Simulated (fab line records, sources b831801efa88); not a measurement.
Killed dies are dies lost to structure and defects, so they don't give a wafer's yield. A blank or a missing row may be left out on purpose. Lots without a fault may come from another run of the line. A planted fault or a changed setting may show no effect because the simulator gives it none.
One fault seen from 2 desks | flow sky130 | each desk has only its own numbers; what lay behind them comes last

THE METROLOGY DESK
What the gauges read, lot by lot, whatever tool the lot ran on: means of the sampled wafers that have a number. A lot is out of limits, marked OUT, if its mean lies more than 4 standard deviations from the usual mean; the brackets give that distance.
Columns: A = VIA1_BOW at SKY_VIA1_BOW_MEAS_03, usual 81 um
lot  | first seen here | A
L302 | day 32 23:22    | 88
L303 | day 33 02:38    | 71
L304 | day 33 12:52    | 77
L305 | day 33 23:58    | 76
L306 | day 34 08:50    | 81
L307 | day 34 13:23    | 88
L308 | day 35 05:20    | 81
L309 | day 35 10:57    | 73
L315 | day 37 08:34    | 74
L317 | day 38 13:34    | 78
L322 | day 39 05:25    | 86
L324 | day 40 01:20    | 78
This desk's finding: nothing out of limits on any of the 12 lots.

THE TOOL OWNER'S DESK: litho_track-02
The tool's own readings at SKY_VIA2_SOFTBAKE_08 (time 90 s): means of the sampled wafers that have a number, for each lot that ran on this tool. A lot is out of limits, marked OUT, if its mean lies more than 4 standard deviations from the usual mean; the brackets give that distance.
Columns: A = heater_power_total_W at SKY_VIA2_SOFTBAKE_08, usual 57.36 W; B = resist_line_temp_C at SKY_VIA2_SOFTBAKE_08, usual 23.01 C; C = run_length_s at SKY_VIA2_SOFTBAKE_08, usual 119.26 s
lot  | first seen here | A               | B     | C
L302 | day 35 21:00    | 57.33           | 22.99 | 119.17
L303 | day 36 00:00    | 57.39           | 23.00 | 119.15
L307 | day 37 09:00    | 57.40           | 23.14 | 119.10
L308 | day 38 01:00    | 57.38           | 23.02 | 119.13
L315 | day 40 02:00    | 59.09 (+16) OUT | 22.96 | 111.54 (-45) OUT
L317 | day 41 05:00    | 59.09 (+16) OUT | 23.09 | 111.55 (-45) OUT
This desk's finding: out of limits on L315, L317; first on L315, day 40 02:00 (heater_power_total_W at SKY_VIA2_SOFTBAKE_08). In limits: L302, L303, L307, L308.

PUT TOGETHER
The tool owner's desk could have raised an alarm at day 40 02:00, on L315, L317.
The metrology desk saw nothing out of limits.
The metrology desk has L315, L317 on record, within its limits.
Of the lots named, all ran SKY_VIA2_SOFTBAKE_08 on litho_track-02.

WHAT THE SIMULATOR HAD PUT IN
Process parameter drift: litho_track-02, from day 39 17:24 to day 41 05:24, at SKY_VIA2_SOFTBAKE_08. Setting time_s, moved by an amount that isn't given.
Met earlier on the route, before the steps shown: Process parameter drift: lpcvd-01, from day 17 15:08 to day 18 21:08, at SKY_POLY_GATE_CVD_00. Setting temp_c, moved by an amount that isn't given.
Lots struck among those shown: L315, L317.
Hours from the fault's start to each desk's first reading out of limits: the tool owner's desk, 9.
